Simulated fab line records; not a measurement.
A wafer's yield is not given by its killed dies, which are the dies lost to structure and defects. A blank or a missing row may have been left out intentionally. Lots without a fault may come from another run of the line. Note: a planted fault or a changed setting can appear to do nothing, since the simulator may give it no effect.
Which tool did it? -- flow sky130 -- 10 lots with 30 wafers sampled at 3 steps, on a route of 708 steps

WHAT THE GAUGES READ, wafer by wafer
SKY_VT_ADJUST_LVTN_OVL_MEAS_18. Usual: VT_ADJUST_LVTN_01_OVL 0.0 nm, standard deviation 1.2.
lot,measured,on,VT_ADJUST_LVTN_01_OVL (nm),flag
L886,day 7 23:37,overlay-01,-0.4 -1.2 0.1,
L888,day 8 15:22,overlay-01,1.5 -0.3 0.3,
L889,day 8 19:08,overlay-02,-1.0 -3.6 0.8,
L892,day 9 14:02,overlay-02,0.6 1.2 0.0,
L897,day 10 23:41,overlay-01,-1.0 -0.3 -0.6,
L899,day 11 16:17,overlay-01,-1.4 -1.6 -0.9,
L900,day 11 21:47,overlay-01,-1.1 -2.4 -1.7,
L904,day 13 01:32,overlay-01,-1.4 -0.7 -0.5,
L905,day 13 13:13,overlay-01,0.5 -1.0 -0.3,
L906,day 13 19:41,overlay-02,-0.1 1.1 -0.1,

SKY_SONOS_ONO_THK_MEAS_01. Usual: SONOS_ONO_OXIDATION_THK 2.62 nm, standard deviation 0.067.
lot,measured,on,SONOS_ONO_OXIDATION_THK (nm),flag
L886,day 11 17:47,filmMetro-04,2.59 2.52 2.55,
L888,day 12 12:35,filmMetro-01,2.63 2.61 2.66,
L889,day 12 18:47,filmMetro-04,2.65 2.64 2.63,
L892,day 13 15:16,filmMetro-04,2.59 2.67 2.68,
L897,day 15 07:13,filmMetro-04,2.69 2.69 2.75,
L899,day 16 01:49,filmMetro-04,2.65 2.65 2.64,
L900,day 16 13:41,filmMetro-02,2.52 2.61 2.55,
L904,day 17 15:44,filmMetro-01,2.59 2.50 2.53,
L905,day 18 06:58,filmMetro-01,2.71 2.67 2.70,
L906,day 18 15:48,filmMetro-01,2.57 2.49 2.48,

EACH LOT AND THE TOOL THAT RAN IT (in order: tool; ch and the chambers of the sampled wafers; start)
lot,SKY_VT_ADJUST_NCORE_STRIP_10
L886,"plasmaAsher-04 ch 1, day 8 19:44"
L888,"plasmaAsher-01 ch 0,1, day 9 11:52"
L889,"plasmaAsher-04 ch 0,1, day 9 16:12"
L892,"plasmaAsher-01 ch 0,1, day 10 13:05"
L897,"plasmaAsher-01 ch 0,1, day 11 22:28"
L899,"plasmaAsher-01 ch 0,1, day 12 17:15"
L900,"plasmaAsher-01 ch 0,1, day 12 23:31"
L904,"plasmaAsher-01 ch 0,1, day 14 02:52"
L905,"plasmaAsher-01 ch 0,1, day 14 15:56"
L906,"plasmaAsher-01 ch 0,1, day 14 22:08"
- SKY_VT_ADJUST_NCORE_STRIP_10: strips in O2/N2.

AS READ BY THE TOOLS THEMSELVES (means over the sampled wafers that have a number; for cases with no such wafer, the mark the record gives instead)
SKY_VT_ADJUST_NCORE_STRIP_10. Usual: chamberPressureMTorr 1499.9 mTorr, standard deviation 1.4; drypumpMotorCurrentA 6.1 A, standard deviation 0.57; oesProductAu 0.716 a.u., standard deviation 0.0043; stripTimeToEndpointS 14.17 s, standard deviation 0.031.
lot,tool,chamberPressureMTorr (mTorr),drypumpMotorCurrentA (A),oesProductAu (a.u.),stripTimeToEndpointS (s),flag
L886,plasmaAsher-04,1500.0,5.3,0.720,14.19,
L888,plasmaAsher-01,1499.2,6.4,0.715,14.21,
L889,plasmaAsher-04,1500.8,5.2,0.716,14.19,
L892,plasmaAsher-01,1500.8,6.4,0.719,14.12,
L897,plasmaAsher-01,1500.1,6.2,0.720,14.17,
L899,plasmaAsher-01,1501.1,6.2,0.717,14.17,
L900,plasmaAsher-01,1501.3,6.4,0.717,14.14,
L904,plasmaAsher-01,1499.9,6.2,0.717,14.20,
L905,plasmaAsher-01,1500.5,6.2,0.714,14.23,
L906,plasmaAsher-01,1500.2,6.2,0.715,14.19,

THE ANSWER, worked out from the rows above alone
Rule: a lot counts as off when the mean over its wafers that have a number is more than 3 standard deviations away from the usual mean. Also off: a lot with no number at a reading for which 4 or more lots have one. Any other lot the step has rows for is counted as sound. After the gauges, taken in route order, come the tools' own readings; for these a lot's mean is taken, as printed above. The first step at which some lot is off is used, and at that step the reading that is off furthest; a lot without a number counts as furthest.
Nothing can be told from this: no lot is off at any reading shown.

WHAT THE SIMULATOR HAD INSERTED
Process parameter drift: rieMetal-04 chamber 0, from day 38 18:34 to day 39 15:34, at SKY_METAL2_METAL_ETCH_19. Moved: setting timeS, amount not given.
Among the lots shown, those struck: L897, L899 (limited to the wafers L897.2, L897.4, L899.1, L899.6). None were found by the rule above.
